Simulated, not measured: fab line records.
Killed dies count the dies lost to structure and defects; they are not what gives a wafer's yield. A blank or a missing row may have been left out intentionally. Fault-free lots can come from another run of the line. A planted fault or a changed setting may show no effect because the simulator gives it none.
2 desks, one fault :: flow gf180mcu :: numbers are kept per desk, each desk with only its own; the story behind them comes last

## FROM THE METROLOGY DESK
Means of the sampled wafers that have a number, per lot and without regard to the tool the lot ran on: this is what the gauges read. The brackets show how far a lot's mean lies from the usual mean; more than 4 standard deviations puts the lot out of limits, marked OUT.
Columns: A = V3_W_RS at GF_V3_RS_MEAS_24, usual 0.326 ohm/sq
lot: L879
first seen here: day 23 07:10
A: 0.332

lot: L880
first seen here: day 24 03:46
A: 0.324

lot: L881
first seen here: day 24 06:53
A: 0.328

lot: L883
first seen here: day 24 20:12
A: 0.322

lot: L882
first seen here: day 25 00:33
A: 0.324

lot: L884
first seen here: day 25 02:05
A: 0.328

lot: L886
first seen here: day 25 21:17
A: 0.327

lot: L887
first seen here: day 26 04:22
A: 0.326

lot: L890
first seen here: day 27 05:20
A: 0.328

lot: L891
first seen here: day 27 09:07
A: 0.327

lot: L893
first seen here: day 28 03:50
A: 0.329

lot: L897
first seen here: day 29 00:27
A: 0.329

lot: L901
first seen here: day 30 02:26
A: 0.318
This desk's verdict: no lot among the 13 shows anything out of limits.

## DESK OF THE TOOL OWNER: lithoTrack-01
Per lot that ran on this tool, the mean of the sampled wafers carrying a number, from the tool's own readings at GF_M4_SOFTBAKE_10 (time 60 s). The brackets show how far a lot's mean lies from the usual mean; more than 4 standard deviations puts the lot out of limits, marked OUT.
Columns: A = heaterPowerTotalW at GF_M4_SOFTBAKE_10, usual 93.05 W; B = runLengthS at GF_M4_SOFTBAKE_10, usual 89.34 s
lot: L879
first seen here: day 23 18:35
A: 93.09
B: 89.27

lot: L880
first seen here: day 24 14:46
A: 93.09
B: 89.14

lot: L881
first seen here: day 24 18:16
A: 93.08
B: 89.16

lot: L887
first seen here: day 26 15:05
A: 93.02
B: 89.22

lot: L890
first seen here: day 27 15:58
A: 93.88 (+13) OUT
B: 87.80 (-9.1) OUT

lot: L893
first seen here: day 28 14:07
A: 94.62 (+25) OUT
B: 86.18 (-19) OUT
This desk's verdict: out of limits on L890, L893, starting with L890 at day 27 15:58 (heaterPowerTotalW at GF_M4_SOFTBAKE_10). L879, L880, L881, L887: within limits.

## PUT TOGETHER
An alarm could have come from the tool owner's desk at day 27 15:58, on L890, L893.
At the metrology desk, nothing out of limits was observed.
The metrology desk has L890, L893 on record, within its limits.
Every lot named ran GF_M4_SOFTBAKE_10 on lithoTrack-01.

## WHAT WAS PUT IN BY THE SIMULATOR
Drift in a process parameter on lithoTrack-01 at GF_M4_SOFTBAKE_10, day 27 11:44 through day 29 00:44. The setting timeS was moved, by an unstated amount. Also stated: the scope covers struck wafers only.
Lots struck among those shown: L890, L893.
Hours from the fault's start to each desk's first reading out of limits: the tool owner's desk, 4.
